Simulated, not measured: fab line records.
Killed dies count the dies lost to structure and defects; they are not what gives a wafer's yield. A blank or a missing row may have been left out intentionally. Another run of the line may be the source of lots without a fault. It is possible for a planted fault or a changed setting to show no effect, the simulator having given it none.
One fault seen from 2 desks | flow gf180mcu | every desk sees just its own numbers, and what lay behind them comes last

## THE METROLOGY DESK
Lot by lot, what the gauges showed, no matter which tool ran the lot: averages of those sampled wafers that carry a number. The brackets show how far a lot's mean lies from the usual mean; more than 4 standard deviations puts the lot out of limits, marked OUT.
Columns: A = M2_ALCU_RS at GF_M2_RS_MEAS_05, usual 0.0696 ohm/sq; B = V2_BOW at GF_V2_BOW_MEAS_05, usual 99 um
lot  | first seen here | A      | B
L756 | day 18 07:55    | 0.0703 | 95
L757 | day 19 05:19    | 0.0697 | 97
L758 | day 19 14:58    | 0.0697 | 101
L761 | day 20 15:38    | 0.0683 | 101
L764 | day 21 13:26    | 0.0686 | 101
L766 | day 22 09:07    | 0.0700 | 70 (-4.0) OUT
L767 | day 22 20:04    | 0.0695 | 70 (-4.1) OUT
L771 | day 23 17:56    | 0.0696 | 91
L773 | day 24 14:19    | 0.0703 | 101
L776 | day 25 14:41    | 0.0687 | 102
L777 | day 25 23:52    | 0.0689 | 92
L778 | day 26 00:55    | 0.0694 | 101
Finding of this desk: L766, L767 out of limits, first seen on L766 at day 23 08:56 (V2_BOW at GF_V2_BOW_MEAS_05). L756, L757, L758, L761, L764, L771, L773, L776, L777, L778 stayed within limits.

## FOR THE TOOL OWNER'S DESK: hdpcvd-01
The tool's own readings at GF_V2_CVD_00 (deposits SiO2, target thk 600 nm, time 100 s): means of the sampled wafers that have a number, for each lot that ran on this tool. The brackets show how far a lot's mean lies from the usual mean; more than 4 standard deviations puts the lot out of limits, marked OUT.
Columns: A = pressure_mtorr at GF_V2_CVD_00, usual 5.999 mTorr; B = run_length_s at GF_V2_CVD_00, usual 127.8 s
lot  | first seen here | A     | B
L757 | day 20 06:55    | 6.001 | 127.9
L761 | day 21 16:24    | 5.998 | 127.7
L771 | day 24 16:54    | 6.015 | 127.3
L776 | day 26 12:24    | 5.998 | 127.9
L777 | day 26 21:22    | 6.002 | 127.4
L778 | day 26 22:32    | 5.993 | 127.8
Finding of this desk: none of the 6 lots has anything out of limits.

## PUT TOGETHER
L766, L767 would have let the metrology desk raise an alarm at day 23 08:56.
The desk of the tool owner found nothing out of limits.
The tool owner's desk has no number on record for L766, L767.
All the named lots went through GF_V2_CVD_00 on hdpcvd-01.

## WHAT HAD BEEN PUT IN BY THE SIMULATOR
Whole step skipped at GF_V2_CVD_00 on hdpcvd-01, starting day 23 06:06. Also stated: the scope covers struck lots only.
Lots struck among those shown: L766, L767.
Delay in hours, fault start to first out-of-limits reading, per desk: metrology desk 3.
